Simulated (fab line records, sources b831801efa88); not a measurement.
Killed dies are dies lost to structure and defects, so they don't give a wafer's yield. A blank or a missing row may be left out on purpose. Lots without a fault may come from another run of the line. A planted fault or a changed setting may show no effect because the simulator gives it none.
A struck lot beside a sound one | flow sky130 | 15 steps out of a route of 708
Sound: wafers L980.1, L980.4, L980.5. Struck: wafer L984.6. (L984.4, L984.5 of the same lot were not struck and are left out.) The cause comes at the end.
At each step with rows: each side's tool, then ch and its chambers, then its first start. Under that, the readings that differ: sound wafers | struck wafers | difference of the means | sigmas: that difference in standard deviations of wafers without a fault.
alike: readings whose means differ by less than 2 such deviations, and words and numbers that are the same on both sides. not compared: withheld readings, readings that some wafer has no value for, bounds like >300 that may hide the same value, and numbers for which the record gives no deviation and whose values overlap.
The two part at a step that has a row with sigmas, a row that says differs or no value, or rows on one side only. Numbers that don't overlap but have no deviation are shown without sigmas and don't part them. A reading that every wafer of one side lacks parts them only if that side has two wafers or more.

first, 2 steps without rows for these wafers: SKY_METAL4_PEB_11; SKY_METAL4_DEVELOP_12 (develop time 60 s).
SKY_METAL4_CD_MEAS_13: target cd 300 nm.
  sound on cd_sem-01, day 45 10:11; struck on cd_sem-02, day 46 08:56
  alike: cd_nm
SKY_METAL4_OVL_MEAS_14:
  sound on overlay-01, day 45 10:19; struck on overlay-01, day 46 09:00
  alike: METAL4_OVL
SKY_METAL4_DESCUM_15: chemistry O2, time 8 s.
  sound on rie_metal-03 ch 0,1, day 45 10:21; struck on rie_metal-01 ch 1, day 46 09:02
  alike: drypump_motor_current_A, oes_product_au
  not compared: rf_hours_counter_h
SKY_METAL4_ETCH_16: etches BARC in N2/H2, stops on SiO2, time 88.2 s, target depth 60 nm.
  sound on rie_metal-03 ch 0,1, day 45 10:23; struck on rie_metal-01 ch 1, day 46 09:05
  alike: drypump_motor_current_A, n2_flow_sccm, oes_product_au, throttle_valve_pct
  not compared: rf_hours_counter_h
then, 1 step without rows for these wafers: SKY_METAL4_ETCH_17 (etches SiO2 in C4F8/O2/Ar, stops on TiN, time 3.9 s, target depth 15 nm).
SKY_METAL4_METAL_ETCH_18: etches the open film in Cl2/BCl3, stops on SiO2, target depth 845 nm, time 183.1 s.
  sound on rie_metal-01 ch 0, day 45 10:30; struck on rie_metal-03 ch 1, day 46 09:14
  alike: drypump_motor_current_A, oes_product_au, throttle_valve_pct
  not compared: rf_hours_counter_h
SKY_METAL4_STRIP_19: strips in O2/N2.
  sound on plasma_asher-01 ch 0,1, day 45 10:40; struck on plasma_asher-03 ch 0, day 46 09:23
  alike: drypump_motor_current_A, n2_flow_sccm, oes_product_au, strip_time_to_endpoint_s
  not compared: rf_hours_counter_h
then, 3 steps without rows for these wafers: SKY_METAL4_STRIP_20 (strips in post etch residue remover, time 1200 s); SKY_METAL4_CLEAN_21 (cleans in IPA, time 180 s); SKY_METAL4_CLEAN_22 (cleans in O3/DIW).
SKY_VIA4_HDPCVD_00: deposits SiO2, target thk 1750 nm, time 291.7 s.
  sound on hdpcvd-02 ch 1,2, day 45 11:16; struck on hdpcvd-02 ch 1, day 46 10:02
  reading                                  | sound             | struck | difference | sigmas
  run_length_s (s)                         | 318.8 320.3 319.1 | 361.3  | +41.9      | +63
  model.SiO2_of_VIA4_HDPCVD_00.thk_nm (nm) | 1766 1757 1747    | 2034   | +277       |
SKY_VIA4_THK_MEAS_01:
  sound on film_metro-04, day 45 11:27; struck on film_metro-04, day 46 10:09
  reading              | sound          | struck | difference | sigmas
  VIA4_HDPCVD_THK (nm) | 1767 1757 1748 | 2034   | +277       | +13
SKY_VIA4_CMP_02: polishes SiO2.
  sound on cmp-01 ch 0,1,3, day 45 11:31; struck on cmp-02 ch 2, day 46 10:19
  reading             | sound          | struck | difference | sigmas
  motor_current_A (A) | 13.1 12.7 11.4 | 10.5   | -1.9       | -2

WHERE THEY PART
First at SKY_VIA4_HDPCVD_00; last, within this record, at SKY_VIA4_CMP_02.

WHY: what the simulator had put in
Process parameter drift: hdpcvd-02, from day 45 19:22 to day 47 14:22, at SKY_VIA4_HDPCVD_00. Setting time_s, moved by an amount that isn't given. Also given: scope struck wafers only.
